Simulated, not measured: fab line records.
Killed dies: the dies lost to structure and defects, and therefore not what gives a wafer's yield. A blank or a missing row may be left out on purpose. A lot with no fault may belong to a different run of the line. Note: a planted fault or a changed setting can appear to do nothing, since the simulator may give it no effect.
What tool caused it? + flow gf180mcu + 13 lots, 39 wafers sampled, at 4 steps of a route of 602

WHAT EACH GAUGE READ, for each wafer
GF_HV_LDD_OVL_MEAS_32. Usual: for HV_LDD_02_OVL the level is -0.6 nm and the standard deviation is 1.3.
| lot  | measured     | on         | HV_LDD_02_OVL (nm) | flag |
|------|--------------|------------|--------------------|------|
| L427 | day 11 23:02 | overlay-02 | -2.5 -1.7 -1.5     |      |
| L428 | day 12 10:08 | overlay-01 | -2.0 0.4 -0.1      |      |
| L429 | day 12 11:21 | overlay-02 | -3.0 -1.1 -1.3     |      |
| L430 | day 13 07:35 | overlay-02 | 0.8 -1.4 1.2       |      |
| L438 | day 15 10:43 | overlay-01 | -2.7 -2.8 -4.2     |      |
| L439 | day 16 01:04 | overlay-01 | 0.4 -0.6 0.3       |      |
| L440 | day 16 09:56 | overlay-01 | -0.9 -1.9 -1.9     |      |
| L441 | day 16 19:08 | overlay-02 | 1.9 2.5 2.2        |      |
| L444 | day 17 13:55 | overlay-02 | -0.9 -0.8 0.6      |      |
| L445 | day 17 21:08 | overlay-02 | -0.1 -1.3 -1.1     |      |
| L446 | day 18 09:50 | overlay-02 | -0.8 -1.9 -0.7     |      |
| L447 | day 18 10:02 | overlay-02 | 0.1 0.8 -0.2       |      |
| L449 | day 19 02:05 | overlay-01 | -2.2 -2.5 0.5      |      |

GF_HV_LDD_TW_MEAS_38. Usual: for HV_LDD_3_TW the level is 1434 and the standard deviation is 13.
| lot  | measured     | on            | HV_LDD_3_TW    | flag |
|------|--------------|---------------|----------------|------|
| L427 | day 11 23:47 | film metro-03 | 1428 1436 1436 |      |
| L428 | day 12 10:53 | film metro-04 | 1437 1437 1436 |      |
| L429 | day 12 12:05 | film metro-02 | 1415 1421 1411 |      |
| L430 | day 13 08:19 | film metro-02 | 1440 1428 1433 |      |
| L438 | day 15 11:28 | film metro-03 | 1433 1425 1431 |      |
| L439 | day 16 01:47 | film metro-03 | 1438 1435 1431 |      |
| L440 | day 16 10:40 | film metro-04 | 1447 1449 1447 |      |
| L441 | day 16 19:53 | film metro-04 | 1454 1449 1447 |      |
| L444 | day 17 14:40 | film metro-02 | 1422 1414 1418 |      |
| L445 | day 17 21:53 | film metro-02 | 1423 1422 1418 |      |
| L446 | day 18 10:34 | film metro-03 | 1435 1427 1430 |      |
| L447 | day 18 10:48 | film metro-02 | 1421 1421 1420 |      |
| L449 | day 19 02:49 | film metro-04 | 1452 1444 1448 |      |

EACH LOT AND THE TOOL THAT RAN IT (in order: tool; ch and the chambers of the sampled wafers; start)
| lot  | GF_MVPSD_STRIP_10                    | GF_HV_LDD_STRIP_22                   |
|------|--------------------------------------|--------------------------------------|
| L427 | plasma asher-03 ch 0,1, day 5 06:23  | plasma asher-04 ch 0, day 11 03:49   |
| L428 | plasma asher-01 ch 0,1, day 5 13:04  | plasma asher-01 ch 0,1, day 11 15:10 |
| L429 | plasma asher-01 ch 0,1, day 5 18:02  | plasma asher-01 ch 0,1, day 11 15:49 |
| L430 | plasma asher-03 ch 0,1, day 6 02:14  | plasma asher-01 ch 0,1, day 12 11:31 |
| L438 | plasma asher-04 ch 0,1, day 8 00:33  | plasma asher-04 ch 0,1, day 14 12:55 |
| L439 | plasma asher-01 ch 0,1, day 8 09:14  | plasma asher-04 ch 0,1, day 15 02:58 |
| L440 | plasma asher-04 ch 0,1, day 8 15:50  | plasma asher-04 ch 0,1, day 15 11:44 |
| L441 | plasma asher-03 ch 0,1, day 8 23:13  | plasma asher-01 ch 0,1, day 15 21:05 |
| L444 | plasma asher-03 ch 0,1, day 9 13:55  | plasma asher-04 ch 0, day 16 15:20   |
| L445 | plasma asher-04 ch 0,1, day 9 20:29  | plasma asher-04 ch 0,1, day 16 21:55 |
| L446 | plasma asher-03 ch 0,1, day 10 02:54 | plasma asher-04 ch 0,1, day 17 10:35 |
| L447 | plasma asher-04 ch 0,1, day 10 07:55 | plasma asher-01 ch 0,1, day 17 10:46 |
| L449 | plasma asher-01 ch 0,1, day 10 20:04 | plasma asher-04 ch 0,1, day 18 02:01 |
- GF_MVPSD_STRIP_10: strips in O2/N2.
- GF_HV_LDD_STRIP_22: strips in O2/N2.

WHAT THE TOOLS THEMSELVES READ (means of the sampled wafers that have a number; where no wafer has one, the mark that the record gives instead)
GF_MVPSD_STRIP_10. Usual: chamber pressure mTorr 1500.0 mTorr, standard deviation 1.3; drypump motor current A 5.5 A, standard deviation 0.33; heater power w 340 W, standard deviation 16; oes product au 0.721 a.u., standard deviation 0.0044; platen temp c 250.00 C, standard deviation 0.17; strip time to endpoint s 37.02 s, standard deviation 0.11.
| lot  | tool            | chamber pressure mTorr (mTorr) | drypump motor current A (A) | heater power w (W) | oes product au (a.u.) | platen temp c (C) | strip time to endpoint s (s) | flag |
|------|-----------------|--------------------------------|-----------------------------|--------------------|-----------------------|-------------------|------------------------------|------|
| L427 | plasma asher-03 | 1499.6                         | 5.8                         | 321                | 0.724                 | 249.85            | 37.00                        |      |
| L428 | plasma asher-01 | 1500.6                         | 5.2                         | 335                | 0.719                 | 249.86            | 37.06                        |      |
| L429 | plasma asher-01 | 1500.4                         | 5.5                         | 351                | 0.723                 | 250.16            | 37.01                        |      |
| L430 | plasma asher-03 | 1500.0                         | 5.7                         | 342                | 0.723                 | 250.09            | 36.95                        |      |
| L438 | plasma asher-04 | 1500.5                         | 5.4                         | 337                | 0.719                 | 249.99            | 36.91                        |      |
| L439 | plasma asher-01 | 1500.3                         | 5.4                         | 340                | 0.721                 | 250.21            | 37.12                        |      |
| L440 | plasma asher-04 | 1498.8                         | 5.6                         | 348                | 0.725                 | 249.82            | 37.14                        |      |
| L441 | plasma asher-03 | 1498.9                         | 5.7                         | 338                | 0.721                 | 249.96            | 37.08                        |      |
| L444 | plasma asher-03 | 1499.0                         | 5.8                         | 338                | 0.721                 | 250.00            | 36.81                        |      |
| L445 | plasma asher-04 | 1499.3                         | 5.6                         | 350                | 0.722                 | 250.07            | 37.11                        |      |
| L446 | plasma asher-03 | 1499.5                         | 5.7                         | 344                | 0.719                 | 250.04            | 37.12                        |      |
| L447 | plasma asher-04 | 1499.2                         | 5.6                         | 349                | 0.720                 | 249.95            | 37.29                        |      |
| L449 | plasma asher-01 | 1500.3                         | 5.2                         | 329                | 0.721                 | 250.07            | 37.08                        |      |

GF_HV_LDD_STRIP_22. Usual: chamber pressure mTorr 1499.9 mTorr, standard deviation 1.4; drypump motor current A 5.5 A, standard deviation 0.33; heater power w 341 W, standard deviation 16; oes product au 0.716 a.u., standard deviation 0.0047; platen temp c 249.99 C, standard deviation 0.17; strip time to endpoint s 12.65 s, standard deviation 0.039.
| lot  | tool            | chamber pressure mTorr (mTorr) | drypump motor current A (A) | heater power w (W) | oes product au (a.u.) | platen temp c (C) | strip time to endpoint s (s) | flag |
|------|-----------------|--------------------------------|-----------------------------|--------------------|-----------------------|-------------------|------------------------------|------|
| L427 | plasma asher-04 | 1499.2                         | 5.2                         | 327                | 0.718                 | 249.91            | 12.64                        |      |
| L428 | plasma asher-01 | 1499.4                         | 5.2                         | 332                | 0.720                 | 250.02            | 12.64                        |      |
| L429 | plasma asher-01 | 1499.8                         | 5.5                         | 344                | 0.713                 | 250.07            | 12.67                        |      |
| L430 | plasma asher-01 | 1500.2                         | 5.2                         | 333                | 0.942                 | 250.07            | -                            | OFF  |
| L438 | plasma asher-04 | 1500.6                         | 5.6                         | 348                | 0.719                 | 249.97            | 12.69                        |      |
| L439 | plasma asher-04 | 1499.1                         | 5.5                         | 345                | 0.715                 | 250.08            | 12.63                        |      |
| L440 | plasma asher-04 | 1500.9                         | 5.4                         | 342                | 0.721                 | 250.02            | 12.61                        |      |
| L441 | plasma asher-01 | 1500.4                         | 5.5                         | 350                | 0.714                 | 249.95            | 12.74                        |      |
| L444 | plasma asher-04 | 1500.3                         | 5.2                         | 326                | 0.715                 | 250.01            | 12.59                        |      |
| L445 | plasma asher-04 | 1499.5                         | 5.5                         | 350                | 0.719                 | 249.98            | 12.63                        |      |
| L446 | plasma asher-04 | 1499.0                         | 5.6                         | 346                | 0.718                 | 249.98            | 12.70                        |      |
| L447 | plasma asher-01 | 1499.7                         | 5.2                         | 335                | 0.712                 | 249.97            | 12.57                        |      |
| L449 | plasma asher-04 | 1501.2                         | 5.4                         | 339                | 0.716                 | 250.00            | 12.61                        |      |

THE ANSWER, worked out from the rows above alone
Rule: a lot is off if the mean of its wafers that have a number lies more than 3 standard deviations from the usual mean. A lot without any number at a reading at which 4 lots or more have one is off too. Where the step has rows for the other lots, those lots are counted as sound. The gauges are gone through in route order, then the tools' own readings, and for those a lot's mean is taken as printed above. The first step at which some lot is off is used, and at that step the reading that is off furthest; a lot without a number counts as furthest.
Off at GF_HV_LDD_STRIP_22 (strip time to endpoint s): L430. Without a number there: L430.
A tool fits if, at that step or a process step before it, it ran every lot that is off, and no sound lot after the first of them. No candidate that was tried fits.

WHAT THE SIMULATOR HAD PUT IN
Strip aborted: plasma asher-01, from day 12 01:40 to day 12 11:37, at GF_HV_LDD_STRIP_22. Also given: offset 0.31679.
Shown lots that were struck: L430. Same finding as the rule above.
